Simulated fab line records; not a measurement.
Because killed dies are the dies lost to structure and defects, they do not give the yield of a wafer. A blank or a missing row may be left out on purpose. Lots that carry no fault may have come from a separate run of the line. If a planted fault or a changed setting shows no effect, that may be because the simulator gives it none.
Matching of chambers ; flow gf180mcu ; 3 sister chambers for GF_V3_CVD_00 on hdpcvd-02
The step deposits SiO2, target thk 600 nm, time 100 s. 6 wafers are shown with their chamber, then 8 later ones without.

## WAFERS PAIRED WITH THEIR CHAMBERS
wafer;chamber;sih4-flow-sccm (sccm);pressure-mtorr (mTorr)
L583.3;0;60.11;6.025
L584.1;0;60.05;5.993
L587.3;2;60.07;5.994
L587.4;2;60.15;5.973
L588.1;1;60.05;6.000
L588.3;1;60.06;6.008

## WAFERS WITH NO CHAMBER GIVEN
wafer;sih4-flow-sccm (sccm);pressure-mtorr (mTorr)
L588.4;60.02;5.996
L589.2;60.36;5.990
L589.3;59.98;5.999
L589.5;60.05;5.976
L593.3;60.09;5.990
L593.6;59.93;6.002
L595.1;59.77;6.033
L595.4;59.97;6.032

## EACH ONE'S CHAMBER
wafer;from the rows above;in truth
L588.4;can't be placed: 1 or 0 or 2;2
L589.2;can't be placed: 2 or 0 or 1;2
L589.3;can't be placed: 1 or 0 or 2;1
L589.5;can't be placed: 2 or 1 or 0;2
L593.3;can't be placed: 2 or 0 or 1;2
L593.6;can't be placed: 1 or 0 or 2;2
L595.1;can't be placed: 1 or 0 or 2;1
L595.4;can't be placed: 1 or 0 or 2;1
Correctly placed: 0 of 8. Unplaceable from these rows: 8, with the true chamber sitting among the candidates in 8. Wrongly placed: 0.
How it was worked out, from the rows above alone: a wafer's distance from a chamber is the root of the sum, over the readings, of the square of ((its reading less the chamber's mean) divided by the reading's scatter). If the next closest chamber is less than 2 further off than the closest, the wafer can't be placed; otherwise it belongs to the closest. The mean given for a chamber averages the wafers shown for that chamber. How the scatter is found: for the shown wafers, subtract from each reading the mean of its chamber, square and add these, divide the total by (wafers less chambers), then take the root.
